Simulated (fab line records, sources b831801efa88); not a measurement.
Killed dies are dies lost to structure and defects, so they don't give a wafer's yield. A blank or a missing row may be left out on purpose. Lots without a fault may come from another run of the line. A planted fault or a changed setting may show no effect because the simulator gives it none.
One fault seen from 2 desks | flow gf180mcu | each desk has only its own numbers; what lay behind them comes last

THE METROLOGY DESK
What the gauges read, lot by lot, whatever tool the lot ran on: means of the sampled wafers that have a number. A lot is out of limits, marked OUT, if its mean lies more than 4 standard deviations from the usual mean; the brackets give that distance.
Columns: A = HV_LDD_2_TW at GF_HV_LDD_TW_MEAS_23, usual 1047; B = HV_LDD_CVD_54_THK at GF_HV_LDD_THK_MEAS_55, usual 10.05 nm; C = NSD_RS at GF_PSD_RS_MEAS_14, usual 46.14 ohm/sq; D = SALICIDE_TIN_THK at GF_SALICIDE_THK_MEAS_05, usual 20.07 nm
lot  | first seen here | A    | B     | C               | D
L292 | day 11 09:48    | 1052 | 10.01 | 46.01           | 20.00
L294 | day 11 17:08    | 1025 | 10.03 | 46.20           | 20.12
L297 | day 12 22:38    | 1058 | 10.17 | 46.16           | 19.83
L296 | day 12 23:01    | 1041 | 10.13 | 46.12           | 20.05
L298 | day 13 03:31    | 1058 | 10.08 | 46.23           | 20.22
L299 | day 13 07:56    | 1062 | 10.21 | 46.24           | 19.89
L300 | day 13 22:47    | 1062 | 10.05 | 46.14           | 20.55
L301 | day 14 05:17    | 1038 | 10.07 | 46.99 (+10) OUT | 19.93
L303 | day 14 12:56    | 1054 | 9.81  | 46.97 (+10) OUT | 20.31
L308 | day 16 15:17    | 1037 | 10.00 | 46.07           | 20.40
L309 | day 16 15:41    | 1062 | 10.13 | 46.23           | 20.05
L311 | day 17 15:17    | 1058 | 9.91  | 46.20           | 20.04
L312 | day 17 20:26    | 1036 | 10.05 | 46.18           | 20.30
L314 | day 18 08:02    | 1059 | 9.72  | 45.98           | 20.27
This desk's finding: out of limits on L301, L303; first on L301, day 18 00:56 (NSD_RS at GF_PSD_RS_MEAS_14). In limits: L292, L294, L297, L296, L298, L299, L300, L308, L309, L311, L312, L314.

THE TOOL OWNER'S DESK: implanter-03
The tool's own readings at GF_NSD_IMPLANT_10: means of the sampled wafers that have a number, for each lot that ran on this tool. A lot is out of limits, marked OUT, if its mean lies more than 4 standard deviations from the usual mean; the brackets give that distance.
Columns: A = end_station_pressure_torr at GF_NSD_IMPLANT_10, usual 7.3e-06 Torr
lot  | first seen here | A
L292 | day 13 21:39    | 7.1e-06
L294 | day 14 06:14    | 7.1e-06
L300 | day 16 16:53    | 7.3e-06
L301 | day 17 01:37    | 7.2e-06
L303 | day 17 08:02    | 7.3e-06
This desk's finding: nothing out of limits on any of the 5 lots.

PUT TOGETHER
The metrology desk could have raised an alarm at day 18 00:56, on L301, L303.
The tool owner's desk saw nothing out of limits.
The tool owner's desk has L301, L303 on record, within its limits.
Of the lots named, all ran GF_NSD_IMPLANT_10 on implanter-03.

WHAT THE SIMULATOR HAD PUT IN
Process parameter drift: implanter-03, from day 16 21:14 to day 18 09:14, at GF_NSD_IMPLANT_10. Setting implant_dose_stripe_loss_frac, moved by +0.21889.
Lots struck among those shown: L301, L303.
Hours from the fault's start to each desk's first reading out of limits: the metrology desk, 28.
